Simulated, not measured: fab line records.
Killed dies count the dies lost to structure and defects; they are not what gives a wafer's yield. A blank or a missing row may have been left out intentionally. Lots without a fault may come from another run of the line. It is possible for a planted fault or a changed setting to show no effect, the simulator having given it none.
A lot that was struck, set against a sound lot :: flow sfq line :: 14 out of 325 route steps
Sound: these wafers, L630.2, L630.3, L630.6. The struck wafers were L641.1, L641.3, L641.4. The cause is named last.
Per side, at each step with rows, come the tool, then ch with its chambers, and then its first start. Under that, the readings that differ: sound wafers :: struck wafers :: difference of the means :: sigmas: that difference in standard deviations of wafers without a fault.
alike: a reading whose means differ by less than 2 such deviations, as well as words and numbers matching on both sides. not compared: withheld readings; readings where some wafer has no value; bounds like >300 that might hide an equal value; numbers whose values overlap and for which the record gives no deviation.
The two part at a step that has a row with sigmas, a row that says differs or no value, or rows on one side only. When numbers do not overlap yet have no deviation, they are printed without sigmas and do not part them. Lack of a reading on every wafer of one side parts them only where that side has two or more wafers.

SFQ_INCOMING_BOW_MEAS_900:
  struck on film metro-01, day 3 22:00; sound on film metro-01, day 1 15:01
  alike: INCOMING_BOW
then, 1 step without rows for these wafers: SFQ_TRILAYER_INCOMING_OXIDATION_002 (target thk 500 nm, ox time 4939 s).
SFQ_TRILAYER_L0_DEP_SPUTTER_003: material MoNx KI, target thk 40 nm, time 100 s.
  struck on pvd sputter-03, day 4 00:44; sound on pvd sputter-04, day 1 17:29
  alike: chamber pressure pa, throttle valve pct
SFQ_L0_RS_MEAS_901: uses a four-point probe to measure.
  struck on film metro-01, day 4 00:48; sound on film metro-01, day 1 17:35
reading: L0_MONX_KI_RS (ohm/sq)
sound: 42.9 43.4 43.7
struck: 22.1 21.9 21.6
difference: -21.5
sigmas: -45
SFQ_L0_THK_MEAS_902: measures by xrf.
  struck on film metro-01, day 4 00:55; sound on film metro-01, day 1 17:41
reading: L0_MONX_KI_THK (nm)
sound: 40.4 40.5 39.9
struck: 79.7 79.7 80.6
difference: +39.7
sigmas: +79
then, 6 steps without rows for these wafers: SFQ_TRILAYER_L0_LITHO_COAT_010 (resist thk 62 nm); SFQ_TRILAYER_L0_LITHO_COAT_005 (resist thk 600 nm); SFQ_TRILAYER_L0_LITHO_SOFTBAKE_009; SFQ_TRILAYER_L0_LITHO_EXPOSE_006 (exposes mask L0, target cd 2000 nm); SFQ_TRILAYER_L0_LITHO_PEB_008 (peb time 60 s); SFQ_TRILAYER_L0_LITHO_DEVELOP_007 (time 60 s).
-- the record jumps here: 3 days lie between the struck wafers' starts before and after --
SFQ_TRILAYER_L0_BARC_OPEN_METAL_ETCH_010: etches BARC in O2, target depth 125 nm, time 41.7 s.
  sound on rie metal-02 ch 0,1, day 4 17:31; struck on rie metal-02 ch 0,1, day 7 11:20
  alike: drypump motor current A, oes product au
  not compared: rf hours counter h
SFQ_TRILAYER_L0_ETCH_METAL_ETCH_008: etches MoNx KI in SF6/O2, stops on SiO2, target depth 50 nm, time 25 s.
  sound on rie metal-02 ch 0,1, day 4 17:34; struck on rie metal-02 ch 0,1, day 7 11:23
reading: oes product au (a.u.)
sound: 0.882 0.875 0.865
struck: 0.997 0.998 0.993
difference: +0.122
sigmas: +17

reading: model.L0.feature depth nm (nm)
sound: 40.51 40.2 39.84
struck: 49.63 49.57 49.44
difference: +9.36
sigmas: 

reading: model.etch.depth nm (nm)
sound: 40.51 40.2 39.84
struck: 49.63 49.57 49.44
difference: +9.36
sigmas: 
  alike: drypump motor current A
  not compared: rf hours counter h
SFQ_TRILAYER_L0_STRIP_STRIP_009: strips in O2.
  sound on rie metal-02 ch 0,1, day 4 17:37; struck on rie metal-02 ch 0,1, day 7 11:26
  alike: drypump motor current A, oes product au
  not compared: rf hours counter h

## WHERE THEY PART
Earliest at SFQ_L0_RS_MEAS_901; latest, in this record, at SFQ_TRILAYER_L0_ETCH_METAL_ETCH_008. Later steps at which nothing parts them and some readings are alike: SFQ_TRILAYER_L0_STRIP_STRIP_009.

WHY: what had been put in by the simulator
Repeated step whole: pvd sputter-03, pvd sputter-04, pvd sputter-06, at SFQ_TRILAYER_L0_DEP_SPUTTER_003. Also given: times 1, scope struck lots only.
